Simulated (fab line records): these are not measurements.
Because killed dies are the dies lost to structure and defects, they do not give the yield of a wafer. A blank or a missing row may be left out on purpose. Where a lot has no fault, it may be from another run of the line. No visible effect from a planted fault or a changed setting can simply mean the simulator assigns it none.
A struck lot beside a sound one | flow sky130 | 15 out of 708 route steps
Sound: these wafers, L822.1, L822.3, L822.4. Struck: wafer L830.6 (left out: L830.1, L830.5 of the same lot, which were not struck); the cause appears at the end.
Order at every step that has rows: each side's tool, ch and its chambers, its first start. Under that, the readings that differ: sound wafers | struck wafers | difference of the means | sigmas: that difference in standard deviations of wafers without a fault.
alike: readings with means less than 2 such deviations apart, plus words and numbers identical on both sides. not compared: withheld readings, readings lacking a value on some wafer, bounds such as >300 that could conceal the same value, and numbers that have no deviation in the record and whose values overlap.
Wherever a step has rows on one side only, a row that says differs or no value, or a row with sigmas, the two part there. When numbers do not overlap yet have no deviation, they are printed without sigmas and do not part them. A reading missing from all wafers of one side parts the sides only when that side holds two or more wafers.

SKY_METAL1_THK_MEAS_06: measures by xrf.
  struck on film_metro-03, day 35 10:59; sound on film_metro-03, day 32 20:58
  alike: METAL1_ALCU_THK
then, 8 steps without rows for these wafers: SKY_METAL1_DEHYDRATE_07 (time 60 s); SKY_METAL1_HMDS_08 (prime time 60 s); SKY_METAL1_COAT_09 (resist thk 60 nm); SKY_METAL1_COAT_10 (resist thk 450 nm); SKY_METAL1_SOFTBAKE_11 (time 90 s); SKY_METAL1_EXPOSE_12 (exposes mask MM1, target cd 140 nm); SKY_METAL1_PEB_13; SKY_METAL1_DEVELOP_14 (develop time 60 s).
SKY_METAL1_CD_MEAS_15: target cd 140 nm.
  struck on cd_sem-01, day 36 13:11; sound on cd_sem-01, day 33 23:01
  alike: cd_nm
SKY_METAL1_OVL_MEAS_16:
  struck on overlay-01, day 36 13:19; sound on overlay-01, day 33 23:08
  alike: METAL1_OVL
SKY_METAL1_DESCUM_17: chemistry O2, time 8 s.
  sound on rie_metal-03 ch 0,1, day 33 23:11; struck on rie_metal-03 ch 1, day 36 13:21
  alike: drypump_motor_current_A, he_backside_leak_sccm, oes_product_au
  not compared: rf_hours_counter_h
SKY_METAL1_ETCH_18: etches BARC in N2/H2, stops on SiO2, time 45.9 s, target depth 60 nm.
  sound on rie_metal-03 ch 0,1, day 33 23:13; struck on rie_metal-03 ch 1, day 36 13:23
  reading                                       | sound                | struck | difference | sigmas
  oes_product_au (a.u.)                         | 0.852 0.858 0.855    | 0.800  | -0.055     | -12
  run_length_s (s)                              | 74.1 74.0 74.1       | 79.5   | +5.4       | +13
  throttle_valve_pct (%)                        | 13.228 13.242 13.240 | 13.218 | -0.019     | -2
  model.KrF-thick_of_METAL1_COAT_10.thk_nm (nm) | 393.4 394.1 391.3    | 386.1  | -6.8       |
  alike: drypump_motor_current_A, he_backside_leak_sccm, n2_flow_sccm
  not compared: rf_hours_counter_h
SKY_METAL1_METAL_ETCH_19: etches the open film in Cl2/BCl3, stops on SiO2, target depth 360 nm, time 81.04 s.
  sound on rie_metal-03 ch 0,1, day 33 23:17; struck on rie_metal-03 ch 1, day 36 13:27
  reading               | sound             | struck | difference | sigmas
  oes_product_au (a.u.) | 0.852 0.853 0.850 | 0.838  | -0.014     | -3
  alike: drypump_motor_current_A, he_backside_leak_sccm, throttle_valve_pct
  not compared: rf_hours_counter_h, run_length_s
-- the record jumps here: 12 days lie between the struck wafers' starts before and after (it left off in module METAL1 and takes up again in module PAD_OPEN, whose first step shown is number 708 of the route) --
SKY_PAD_OPEN_PROBE_99:
  struck on prober-01, day 48 18:44; sound on prober-01, day 46 18:28
  reading               | sound       | struck | difference | sigmas
  killed_at_front_end   | 12 11 10    | 20     | +9         | +2
  killed_open           | 50 49 42    | 61     | +14        | +2
  sort_bin_6_memory (%) | 6.1 5.7 6.7 | 8.7    | +2.5       | +2
  alike: defect_limited_yield, killed_at_M0_to_M3, killed_at_M4_up, killed_at_contacts, killed_at_other, killed_dies, killed_on_rim, killed_short, sort_bin_3_pad_short, sort_bin_5_function, sort_n_pass, sort_yield_pct

WHERE THEY PART
At SKY_METAL1_ETCH_18 first; at SKY_PAD_OPEN_PROBE_99 last (within this record only).

WHY: the cause the simulator had injected
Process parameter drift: rie_metal-03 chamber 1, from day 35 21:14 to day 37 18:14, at SKY_METAL1_ETCH_18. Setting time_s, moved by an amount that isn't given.
